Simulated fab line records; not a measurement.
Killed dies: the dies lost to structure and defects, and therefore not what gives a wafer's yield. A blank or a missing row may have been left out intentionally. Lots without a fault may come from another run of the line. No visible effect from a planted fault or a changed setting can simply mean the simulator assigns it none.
A lot that was struck, set against a sound lot ; flow sfq-line ; 20 steps out of a route of 325
Sound: the wafers L148.1, L148.4, L148.5. The struck wafers were L157.2, L157.3, L157.5. The cause comes at the end.
At each step with rows: each side's tool, then ch and its chambers, then its first start. Under that, the readings that differ: sound wafers ; struck wafers ; difference of the means ; sigmas: that difference in standard deviations of wafers without a fault.
alike: readings with means less than 2 such deviations apart, plus words and numbers identical on both sides. not compared: withheld readings, readings lacking a value on some wafer, bounds such as >300 that could conceal the same value, and numbers that have no deviation in the record and whose values overlap.
Wherever a step has rows on one side only, a row that says differs or no value, or a row with sigmas, the two part there. When numbers do not overlap yet have no deviation, they are printed without sigmas and do not part them. A reading that every wafer of one side lacks parts them only if that side has two wafers or more.

first, 3 steps without rows for these wafers: SFQ_TRILAYER_I0_VIA_LITHO_EXPOSE_032 (exposes mask I0, target cd 500 nm); SFQ_TRILAYER_I0_VIA_LITHO_PEB_034 (peb time 60 s); SFQ_TRILAYER_I0_VIA_LITHO_DEVELOP_033 (time 60 s).
SFQ_I0_OVL_MEAS_908:
  sound on overlay-01 at day 19 00:11; struck on overlay-01 at day 22 10:06
  alike: I0_OVL
SFQ_TRILAYER_I0_VIA_BARC_OPEN_VIA_ETCH_046: etches BARC in O2, target depth 125 nm, time 41.7 s.
  sound on rie-diel-02 ch 1,2, day 19 00:13; struck on rie-diel-04 ch 1,2, day 22 10:08
  alike: drypump-motor-current-A, oes-product-au
  not compared: rf-hours-counter-h
SFQ_TRILAYER_I0_VIA_ETCH_VIA_ETCH_034: etches SiO2 in CHF3, stops on Nb, target depth 260 nm.
  sound on rie-diel-02 ch 1,2, day 19 00:16; struck on rie-diel-04 ch 1,2, day 22 10:10
  alike: drypump-motor-current-A, oes-product-au
SFQ_TRILAYER_I0_VIA_STRIP_STRIP_035: strips in O2.
  sound on rie-metal-02 ch 0,1, day 19 00:22; struck on rie-metal-01 ch 0,1, day 22 10:17
  alike: drypump-motor-current-A, oes-product-au
  not compared: rf-hours-counter-h
then, 2 steps without rows for these wafers: SFQ_TRILAYER_I0_VIA_STRIP_SOLV_CLEAN_036 (cleans in NMP, time 600 s); SFQ_TRILAYER_M1_DEP_PRE_CLEAN_038 (time 22.5 s).
SFQ_TRILAYER_M1_DEP_SPUTTER_037: material Nb, target thk 200 nm, time 133.3 s.
  sound on pvd-sputter-05 at day 19 01:11; struck on pvd-sputter-03 at day 22 11:05
  alike: throttle-valve-pct
SFQ_M1_RS_MEAS_909: measurement is done with a four-point probe.
  sound on film-metro-03 at day 19 01:16; struck on film-metro-03 at day 22 11:12
  alike: M1_NB_RS
SFQ_TRILAYER_M1_LITHO_COAT_044: resist thk 62 nm.
  sound on litho-track-01 ch 0, day 19 01:27; struck on litho-track-04 ch 0, day 22 11:25
reading;sound;struck;difference;sigmas
model.BARC_of_TRILAYER_M1_LITHO_COAT_044.thk-nm (nm);62.28 62.32 62.12;65.73 65.71 65.84;+3.52;
  alike: spin-speed-rpm
then, 5 steps without rows for these wafers: SFQ_TRILAYER_M1_LITHO_COAT_039 (resist thk 600 nm); SFQ_TRILAYER_M1_LITHO_SOFTBAKE_043; SFQ_TRILAYER_M1_LITHO_EXPOSE_040 (exposes mask M1, target cd 500 nm); SFQ_TRILAYER_M1_LITHO_PEB_042 (peb time 60 s); SFQ_TRILAYER_M1_LITHO_DEVELOP_041 (time 60 s).
-- the record jumps here: 6 days lie between the struck wafers' starts before and after --
SFQ_M1_OVL_MEAS_911:
  sound on overlay-01 at day 25 08:22; struck on overlay-02 at day 28 14:29
  alike: M1_OVL
SFQ_TRILAYER_M1_BARC_OPEN_METAL_ETCH_054: etches BARC in O2, target depth 125 nm, time 41.7 s.
  sound on rie-metal-02 ch 0,1, day 25 08:24; struck on rie-metal-02 ch 0,1, day 28 14:31
reading;sound;struck;difference;sigmas
oes-product-au (a.u.);0.689 0.680 0.677;0.701 0.699 0.704;+0.019;+4
model.etch.depth-nm (nm);62.28 62.32 62.12;65.73 65.71 65.84;+3.52;
  alike: drypump-motor-current-A
  not compared: rf-hours-counter-h
SFQ_TRILAYER_M1_ETCH_METAL_ETCH_042: etches Nb in Cl2/Ar, stops on SiO2, target depth 240 nm, time 120 s.
  sound on rie-metal-02 ch 0,1, day 25 08:28; struck on rie-metal-02 ch 0,1, day 28 14:35
  alike: drypump-motor-current-A, oes-product-au
  not compared: rf-hours-counter-h

== WHERE THEY PART ==
Only at SFQ_TRILAYER_M1_BARC_OPEN_METAL_ETCH_054, as far as this record shows. Later steps at which nothing parts them and some readings are alike: SFQ_TRILAYER_M1_ETCH_METAL_ETCH_042.

WHY: what the simulator had put in
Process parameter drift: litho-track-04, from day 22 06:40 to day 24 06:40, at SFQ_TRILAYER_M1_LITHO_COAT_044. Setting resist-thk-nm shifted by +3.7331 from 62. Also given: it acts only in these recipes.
